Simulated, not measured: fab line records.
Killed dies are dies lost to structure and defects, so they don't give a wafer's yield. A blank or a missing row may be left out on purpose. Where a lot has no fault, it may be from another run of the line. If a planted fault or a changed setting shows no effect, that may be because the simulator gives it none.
Which tool was responsible?	flow sky130	11 lots with 33 wafers sampled at 6 steps, on a route of 708 steps

WHAT THE GAUGES SHOWED, per wafer
SKY_NWELL_TW_MEAS_15. Usual: NWELL_TW gives 1811 (standard deviation 20).
lot	measured	on	NWELL_TW	flag
L361	day 4 22:18	film-metro-03	1808 1824 1829	
L363	day 5 12:12	film-metro-04	1796 1787 1778	
L365	day 5 23:02	film-metro-04	1792 1779 1784	
L366	day 6 01:13	film-metro-01	1837 1835 1835	
L369	day 6 19:44	film-metro-03	1811 1815 1812	
L370	day 6 23:47	film-metro-01	1832 1843 1843	
L371	day 7 04:53	film-metro-04	1783 1789 1798	
L374	day 8 05:14	film-metro-03	2258 2264 2255 2270 2264 2261	OFF
L380	day 9 10:24	film-metro-03	1806 1821 1813	
L381	day 9 17:56	film-metro-03	2245 2258 2252 2252 2252 2266	OFF
L383	day 10 08:59	film-metro-04	1786 1787 1778	

SKY_NWELL_RS_MEAS_29: a four-point-probe measurement. Usual: NWELL_RS gives 624.5 ohm/sq (standard deviation 1.3).
lot	measured	on	NWELL_RS (ohm/sq)	flag
L361	day 5 16:43	film-metro-03	623.7 623.3 625.1	
L363	day 6 07:46	film-metro-01	626.0 626.6 625.6	
L365	day 6 18:08	film-metro-04	624.6 623.5 625.2	
L366	day 6 20:58	film-metro-03	626.1 624.0 626.5	
L369	day 7 16:02	film-metro-03	625.8 625.6 627.8	
L370	day 7 19:55	film-metro-04	623.5 623.7 623.4	
L371	day 8 01:29	film-metro-01	623.2 622.9 622.7	
L374	day 9 02:02	film-metro-04	430.3 429.3 430.0 430.1 428.7 429.5	OFF
L380	day 10 08:00	film-metro-03	626.6 626.1 626.1	
L381	day 10 15:23	film-metro-01	431.2 430.7 430.1 431.5 430.4 429.7	OFF
L383	day 11 06:40	film-metro-04	623.8 624.6 624.0	

WHICH TOOL RAN EACH LOT (tool, then ch and the chambers of the sampled wafers, then the start)
lot	SKY_FIELD_ISO_ETCH_15	SKY_FIELD_ISO_STRIP_16	SKY_NWELL_IMPLANT_11	SKY_NWELL_STRIP_14
L361	rie-diel-01 ch 0,3, day 2 13:09	plasma-asher-01 ch 0,1, day 2 13:14	implanter-02 ch 0, day 4 21:45	plasma-asher-02 ch 0,1, day 4 22:12
L363	rie-diel-01 ch 0,2,3, day 2 23:04	plasma-asher-01 ch 0,1, day 2 23:08	implanter-01 ch 0, day 5 11:39	plasma-asher-04 ch 0,1, day 5 12:06
L365	rie-diel-03 ch 0,2,3, day 3 07:50	plasma-asher-02 ch 0,1, day 3 07:54	implanter-04 ch 0, day 5 22:31	plasma-asher-04 ch 0, day 5 22:56
L366	rie-diel-01 ch 2,3, day 3 11:53	plasma-asher-02 ch 0,1, day 3 11:57	implanter-02 ch 0, day 6 00:41	plasma-asher-03 ch 0,1, day 6 01:06
L369	rie-diel-02 ch 2,3, day 4 04:51	plasma-asher-01 ch 0,1, day 4 04:55	implanter-04 ch 0, day 6 19:13	plasma-asher-03 ch 0,1, day 6 19:38
L370	rie-diel-03 ch 0,1, day 4 08:04	plasma-asher-02 ch 0,1, day 4 08:09	implanter-01 ch 0, day 6 23:17	plasma-asher-02 ch 0,1, day 6 23:41
L371	rie-diel-02 ch 0,1,3, day 4 13:43	plasma-asher-03 ch 0, day 4 13:47	implanter-04 ch 0, day 7 04:22	plasma-asher-02 ch 0,1, day 7 04:47
L374	rie-diel-03 ch 1,2,3, day 5 06:28	plasma-asher-02 ch 0,1, day 5 06:32	implanter-04 ch 0, day 8 04:06	plasma-asher-04 ch 0,1, day 8 05:08
L380	rie-diel-02 ch 1,2,3, day 6 13:04	plasma-asher-03 ch 0,1, day 6 13:10	implanter-01 ch 0, day 9 09:53	plasma-asher-02 ch 0,1, day 9 10:19
L381	rie-diel-02 ch 0,3, day 6 20:04	plasma-asher-01 ch 0,1, day 6 20:08	implanter-01 ch 0, day 9 17:05	plasma-asher-04 ch 1, day 9 17:49
L383	rie-diel-02 ch 0,1,3, day 7 07:22	plasma-asher-03 ch 0,1, day 7 07:26	implanter-04 ch 0, day 10 08:26	plasma-asher-04 ch 0,1, day 10 08:53
- SKY_FIELD_ISO_ETCH_15: etches the open film in CHF3/O2, stops on Si, target depth 180 nm, time 72 s.
- SKY_FIELD_ISO_STRIP_16: strips in O2/N2.
- SKY_NWELL_IMPLANT_11
- SKY_NWELL_STRIP_14: strips in O2/N2.

WHAT THE TOOLS THEMSELVES READ (means of the sampled wafers that have a number; where no wafer has one, the mark that the record gives instead)
SKY_FIELD_ISO_ETCH_15. Usual: drypump-motor-current-A 5.5 A, standard deviation 0.48; oes-product-au 0.947 a.u., standard deviation 0.0061; throttle-valve-pct 8.845 %, standard deviation 0.01.
lot	tool	drypump-motor-current-A (A)	oes-product-au (a.u.)	throttle-valve-pct (%)	flag
L361	rie-diel-01	5.3	0.945	8.845	
L363	rie-diel-01	5.5	0.939	8.847	
L365	rie-diel-03	5.8	0.947	8.856	
L366	rie-diel-01	5.8	0.947	8.839	
L369	rie-diel-02	5.5	0.955	8.848	
L370	rie-diel-03	5.4	0.944	8.853	
L371	rie-diel-02	5.6	0.952	8.840	
L374	rie-diel-03	6.1	0.944	8.851	
L380	rie-diel-02	5.7	0.944	8.853	
L381	rie-diel-02	5.8	0.945	8.841	
L383	rie-diel-02	5.7	0.951	8.851	

SKY_FIELD_ISO_STRIP_16. Usual: drypump-motor-current-A 5.9 A, standard deviation 0.51; oes-product-au 0.378 a.u., standard deviation 0.0044; strip-time-to-endpoint-s 3.56 s, standard deviation 0.046.
lot	tool	drypump-motor-current-A (A)	oes-product-au (a.u.)	strip-time-to-endpoint-s (s)	flag
L361	plasma-asher-01	5.6	0.383	3.59	
L363	plasma-asher-01	5.7	0.382	3.57	
L365	plasma-asher-02	6.5	0.375	3.55	
L366	plasma-asher-02	6.1	0.377	3.53	
L369	plasma-asher-01	5.7	0.378	3.59	
L370	plasma-asher-02	6.1	0.381	3.55	
L371	plasma-asher-03	5.7	0.379	3.54	
L374	plasma-asher-02	6.4	0.377	3.49	
L380	plasma-asher-03	5.7	0.378	3.55	
L381	plasma-asher-01	5.7	0.386	3.60	
L383	plasma-asher-03	5.7	0.374	3.55	

SKY_NWELL_IMPLANT_11. Usual: beam-on-s reads 10.00 s (standard deviation 0.2).
lot	tool	beam-on-s (s)	flag
L361	implanter-02	9.96	
L363	implanter-01	9.98	
L365	implanter-04	10.15	
L366	implanter-02	10.04	
L369	implanter-04	10.04	
L370	implanter-01	10.18	
L371	implanter-04	9.77	
L374	implanter-04	10.23	
L380	implanter-01	10.07	
L381	implanter-01	10.05	
L383	implanter-04	9.85	

SKY_NWELL_STRIP_14. Usual: drypump-motor-current-A 5.9 A, standard deviation 0.44; oes-product-au 0.723 a.u., standard deviation 0.005; strip-time-to-endpoint-s 36.92 s, standard deviation 0.081.
lot	tool	drypump-motor-current-A (A)	oes-product-au (a.u.)	strip-time-to-endpoint-s (s)	flag
L361	plasma-asher-02	6.1	0.720	36.86	
L363	plasma-asher-04	5.7	0.722	37.01	
L365	plasma-asher-04	6.0	0.726	36.92	
L366	plasma-asher-03	5.7	0.724	36.92	
L369	plasma-asher-03	5.7	0.722	37.00	
L370	plasma-asher-02	6.5	0.718	36.87	
L371	plasma-asher-02	6.4	0.726	36.94	
L374	plasma-asher-04	5.8	0.723	37.03	
L380	plasma-asher-02	6.5	0.722	36.84	
L381	plasma-asher-04	5.4	0.720	36.97	
L383	plasma-asher-04	5.6	0.724	36.87	

THE ANSWER, worked out from the rows above alone
Rule: lot off if the mean of its wafers having a number is beyond 3 standard deviations from the usual mean. Also off: a lot with no number at a reading for which 4 or more lots have one. Where the step has rows for the other lots, those lots are counted as sound. The gauges are gone through in route order, then the tools' own readings, and for those a lot's mean is taken as printed above. The first step at which some lot is off is used, and at that step the reading that is off furthest; a lot without a number counts as furthest.
Off: at SKY_NWELL_TW_MEAS_15 (NWELL_TW), L374, L381.
A tool fits if, at a process step before that reading, it ran every lot that is off, and no sound lot after the first of them. The gauges at SKY_NWELL_TW_MEAS_15 aren't tried: what is off there is off at SKY_NWELL_RS_MEAS_29 too, on other tools, and a gauge's error can't cause that. None of those tried fits.

WHAT WAS PUT IN BY THE SIMULATOR
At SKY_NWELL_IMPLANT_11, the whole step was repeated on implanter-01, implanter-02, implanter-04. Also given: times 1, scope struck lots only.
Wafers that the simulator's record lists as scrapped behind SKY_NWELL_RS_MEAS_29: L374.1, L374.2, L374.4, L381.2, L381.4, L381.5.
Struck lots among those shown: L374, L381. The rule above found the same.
